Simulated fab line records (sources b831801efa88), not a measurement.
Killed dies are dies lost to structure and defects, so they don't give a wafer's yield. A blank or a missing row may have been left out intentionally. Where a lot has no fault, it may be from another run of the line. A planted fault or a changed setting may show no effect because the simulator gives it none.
8D (eight disciplines) problem report, filled in by code ; flow sky130 ; the parts of the form that need people (team, actions taken, sign-off) are left out

== 1. WHAT IS WRONG ==
Mean of cd_nm at SKY_METAL1_CD_MEAS_15: 58.1 nm across 3 wafers in 2 lots; on wafers with no fault it is 139.4 nm (standard deviation 1.6). That puts it -51 standard deviations away from the usual mean.
The step: target cd 140 nm.
Seen first at day 37 08:52 on cd_sem-01, wafer L898.2. The record holds 41 wafers of 14 lots with a number at this step. Rule for "out", or "out of limits": more than 4 standard deviations from the usual mean. Any other wafer with a number is counted as sound.

== 2. WHAT IT IS, WHAT IT ISN'T ==
question;is;is not
which readings at this step;cd_nm;-
which lots;L898, L900;L885, L887, L888, L890, L891, L892, L893, L894, L895, L906, L907, L908
which wafers of those lots;L898.2, L898.5, L900.2;L898.6, L900.6
read on which gauges;cd_sem-01, cd_sem-02;-
when;from day 37 08:52;"up to then (28 sound wafers); but 10 sound wafers of L900, L906, L907, L908 came after"

== 3. WHAT RULES OUT EACH SUSPECT ==
Counting: any tool at a process step up to the reading remains a suspect provided it ran every lot that is out. Sound lots after the first of them don't rule it out here, since some wafers of a struck lot are sound.
- the gauge at SKY_METAL1_CD_MEAS_15 is ruled out. Those wafers that are out were read across 2 gauges (cd_sem-01, cd_sem-02).
- pvd_sputter-03 at SKY_METAL1_SPUTTER_00 (material Ti, target thk 15 nm, time 10 s): kept. It ran every lot that is out, first L898 (day 36 06:28); its last sound lot up to then is L885 (day 31 17:04).
- pvd_sputter-03 at SKY_METAL1_SPUTTER_02 (material AlCu, target thk 250 nm, time 13.3 s): kept. It ran every lot that is out, first L898 (day 36 06:31); its last sound lot up to then is L885 (day 31 17:07).
- krf_scanner-01 at SKY_METAL1_EXPOSE_12 (exposes mask MM1, target cd 140 nm): kept. It ran every lot that is out, first L898 (day 36 19:25); its last sound lot up to then is L895 (day 35 11:38).
The count leaves pvd_sputter-03 at SKY_METAL1_SPUTTER_00, pvd_sputter-03 at SKY_METAL1_SPUTTER_02, and krf_scanner-01 at SKY_METAL1_EXPOSE_12.

== 4. THE CAUSE (what the simulator had put in) ==
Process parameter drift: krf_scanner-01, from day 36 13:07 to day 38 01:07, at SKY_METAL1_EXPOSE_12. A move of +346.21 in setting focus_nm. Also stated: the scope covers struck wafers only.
Counting left 3 suspects, and this tool is among them.

== 5. THE CHAIN OF EFFECTS, in route order ==
Each row: a reading whose mean over the struck wafers that have a number lies more than 3 standard deviations from the usual. Only readings whose record carries a usual standard deviation are examined. hours: median over the lots of the time between each lot's start at the first step of this table that gives one and its start at this step. sigmas: the change, counted in usual standard deviations.
hours;step;reading;usual;on struck wafers;change;sigmas
0;SKY_METAL1_CD_MEAS_15;cd_nm;139.4 nm;58.1;-81.3;-51

== 6. WHAT WOULD HAVE CAUGHT IT SOONER ==
Counted from the fault's start at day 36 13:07, it took 20 hours until the first out-of-limits reading at a measuring or inspecting step in this record, taken at day 37 08:52.
Each of the lots that are out, 2 in all, had begun SKY_METAL1_EXPOSE_12 on krf_scanner-01 no later than day 37 08:52. A hold on the tool at that time would have spared none of them.
